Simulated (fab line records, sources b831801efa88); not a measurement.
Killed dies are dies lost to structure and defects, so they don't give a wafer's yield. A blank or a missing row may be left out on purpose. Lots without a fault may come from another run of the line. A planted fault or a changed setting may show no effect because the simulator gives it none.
One fault seen from 2 desks | flow gf180mcu | each desk has only its own numbers; what lay behind them comes last

THE METROLOGY DESK
What the gauges read, lot by lot, whatever tool the lot ran on: means of the sampled wafers that have a number. A lot is out of limits, marked OUT, if its mean lies more than 4 standard deviations from the usual mean; the brackets give that distance.
Columns: A = DUAL_GATE_OXIDATION_00_THK at GF_DUAL_GATE_THK_MEAS_03, usual 10.96 nm; B = POLY_GATE_OXIDATION_THK at GF_POLY_GATE_THK_MEAS_17, usual 3.99 nm; C = HV_LDD_3_TW at GF_HV_LDD_TW_MEAS_38, usual 1439; D = HV_LDD_RS at GF_HV_LDD_RS_MEAS_53, usual 418.3 ohm/sq
lot  | first seen here | A     | B    | C               | D
L834 | day 7 18:01     | 10.99 | 3.98 | 1447            | 419.1
L835 | day 7 21:05     | 11.02 | 3.94 | 1434            | 417.0
L837 | day 8 12:29     | 10.96 | 3.99 | 1457            | 414.0 (-4.7) OUT
L838 | day 8 23:35     | 10.84 | 3.95 | 1443            | 415.6
L839 | day 9 03:02     | 10.90 | 4.16 | 1506 (+7.0) OUT | 410.4 (-8.6) OUT
L847 | day 11 05:15    | 11.13 | 3.93 | 1443            | 418.2
L849 | day 11 17:59    | 10.79 | 3.84 | 1440            | 419.7
L850 | day 12 00:32    | 10.73 | 3.98 | 1434            | 419.1
L852 | day 13 05:02    | 10.99 | 4.00 | 1451            | 418.2
L853 | day 13 11:15    | 11.11 | 4.04 | 1432            | 419.1
L854 | day 13 13:49    | 10.87 | 4.02 | 1430            | 417.6
L855 | day 13 16:49    | 10.75 | 4.01 | 1429            | 417.9
L856 | day 14 01:23    | 10.88 | 3.86 | 1437            | 417.4
This desk's finding: out of limits on L837, L839; first on L839, day 13 04:59 (HV_LDD_3_TW at GF_HV_LDD_TW_MEAS_38). In limits: L834, L835, L838, L847, L849, L850, L852, L853, L854, L855, L856.

THE TOOL OWNER'S DESK: implanter-04
The tool's own readings at GF_HV_LDD_IMPLANT_36: means of the sampled wafers that have a number, for each lot that ran on this tool. A lot is out of limits, marked OUT, if its mean lies more than 4 standard deviations from the usual mean; the brackets give that distance.
Columns: A = beam_energy_keV at GF_HV_LDD_IMPLANT_36, usual 60.000; B = beam_on_s at GF_HV_LDD_IMPLANT_36, usual 9.95 s; C = faraday_current_uA at GF_HV_LDD_IMPLANT_36, usual 42.5
lot  | first seen here | A      | B                | C
L834 | day 11 15:43    | 60.027 | 9.82             | 43.0
L835 | day 11 17:52    | 60.012 | 9.89             | 42.7
L837 | day 12 11:22    | 59.987 | 12.21 (+11) OUT  | 35.6 (-7.6) OUT
L838 | day 12 23:17    | 59.977 | 11.59 (+7.8) OUT | 37.7 (-5.3) OUT
L839 | day 13 04:44    | 60.011 | 13.81 (+18) OUT  | 30.7 (-13) OUT
L847 | day 15 18:11    | 59.996 | 9.99             | 42.4
L849 | day 16 06:56    | 59.986 | 10.02            | 42.2
L853 | day 18 10:22    | 60.000 | 10.11            | 42.0
L854 | day 18 13:56    | 59.995 | 10.07            | 42.0
L855 | day 18 16:53    | 60.009 | 9.99             | 42.3
This desk's finding: out of limits on L837, L838, L839; first on L837, day 12 11:22 (beam_on_s at GF_HV_LDD_IMPLANT_36). In limits: L834, L835, L847, L849, L853, L854, L855.

PUT TOGETHER
The tool owner's desk could have raised an alarm at day 12 11:22, on L837, L838, L839.
The metrology desk could have raised an alarm at day 13 04:59, on L837, L839.
The metrology desk has L838 on record, within its limits.
Of the lots named, all ran GF_HV_LDD_IMPLANT_36 on implanter-04.

WHAT THE SIMULATOR HAD PUT IN
Process parameter drift: implanter-04, from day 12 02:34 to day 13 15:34, at GF_HV_LDD_IMPLANT_36. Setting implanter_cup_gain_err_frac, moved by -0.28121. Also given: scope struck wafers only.
Lots struck among those shown: L837, L838, L839.
Hours from the fault's start to each desk's first reading out of limits: the tool owner's desk, 9; the metrology desk, 26.
